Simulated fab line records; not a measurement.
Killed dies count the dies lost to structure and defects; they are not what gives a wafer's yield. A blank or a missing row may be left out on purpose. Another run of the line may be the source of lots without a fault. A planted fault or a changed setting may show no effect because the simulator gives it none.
Matching of chambers | flow sky130 | 4 sister chambers for SKY_LI_CONTACT_CMP_24 on cmp-02
The step polishes, stops on PSG, t overpolish 20 s, target thk 0 nm. 22 wafers are shown with their chamber, then 11 later ones without.

EACH WAFER AND ITS CHAMBER
wafer  | chamber | motor current A (A) | overpolish run s (s) | time to endpoint s (s)
L074.2 | 2       | 10.8                | 19.989               | 101.4
L074.3 | 0       | 10.5                | 20.008               | 93.5
L074.6 | 2       | 10.7                | 20.005               | 99.8
L076.1 | 1       | 11.0                | 20.005               | 99.1
L076.2 | 3       | 9.3                 | 20.003               | 92.8
L076.5 | 0       | 10.1                | 20.019               | 98.1
L080.1 | 2       | 11.0                | 20.004               | 101.3
L080.3 | 0       | 11.1                | 20.007               | 97.1
L080.4 | 1       | 11.2                | 19.995               | 97.2
L081.3 | 1       | 11.0                | 19.999               | 98.7
L081.4 | 3       | 9.9                 | 19.995               | 98.4
L081.6 | 3       | 8.9                 | 20.000               | 95.3
L084.4 | 0       | 10.3                | 20.010               | 88.0
L084.5 | 0       | 10.3                | 20.000               | 91.7
L084.6 | 3       | 9.6                 | 20.007               | 93.7
L085.3 | 0       | 10.3                | 20.011               | 101.3
L085.4 | 2       | 10.7                | 19.993               | 97.2
L085.6 | 2       | 11.3                | 19.997               | 97.9
L086.2 | 3       | 9.3                 | 19.998               | 95.4
L086.4 | 0       | 10.4                | 19.995               | 97.7
L086.6 | 1       | 10.8                | 20.010               | 91.7
L087.3 | 2       | 10.9                | 19.995               | 97.2

SIGNATURES (means of the wafers above)
reading            | chamber 0 | chamber 1 | chamber 2 | chamber 3 | scatter within a chamber
motor current A    | 10.429    | 11.000    | 10.900    | 9.400     | 0.29
overpolish run s   | 20.00714  | 20.00225  | 19.99717  | 20.00060  | 0.00656
time to endpoint s | 95.343    | 96.675    | 99.133    | 95.120    | 3.29
Rule: a wafer lies at a distance from a chamber equal to the root of the sum of squares, over the readings, of (its reading less the chamber's mean, divided by the reading's scatter). If the next closest chamber is less than 2 further off than the closest, the wafer can't be placed; otherwise it belongs to the closest. The scatter is the square root of a quotient: the sum, over the shown wafers, of each reading's squared deviation from its chamber's mean, divided by wafers minus chambers.

WAFERS WITH NO CHAMBER GIVEN
wafer  | motor current A (A) | overpolish run s (s) | time to endpoint s (s)
L087.4 | 9.7                 | 20.005               | 97.5
L087.6 | 10.2                | 19.993               | 97.0
L089.2 | 11.3                | 20.003               | 96.5
L089.4 | 10.5                | 20.016               | 93.9
L089.5 | 11.4                | 19.991               | 94.6
L088.2 | 9.4                 | 20.008               | 89.2
L088.5 | 11.2                | 20.008               | 96.3
L088.6 | 12.0                | 20.013               | 93.1
L096.2 | 10.6                | 19.988               | 94.5
L096.3 | 10.9                | 19.993               | 97.0
L096.5 | 12.0                | 20.015               | 98.2

WHICH CHAMBER EACH ONE RAN IN
wafer  | from the rows above               | in truth
L087.4 | can't be placed: 3 or 0           | 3
L087.6 | can't be placed: 0 or 2 or 3 or 1 | 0
L089.2 | can't be placed: 1 or 2           | 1
L089.4 | can't be placed: 0 or 1           | 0
L089.5 | can't be placed: 1 or 2 or 0      | 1
L088.2 | can't be placed: 3 or 0           | 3
L088.5 | can't be placed: 1 or 2 or 0      | 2
L088.6 | can't be placed: 1 or 2 or 0      | 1
L096.2 | can't be placed: 2 or 1 or 0      | 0
L096.3 | can't be placed: 2 or 1 or 0      | 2
L096.5 | can't be placed: 1 or 2 or 0      | 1
0 of 11 placed correctly. These rows do not allow placing 11 (true chamber among the candidates in 11). Number placed wrongly: 0.
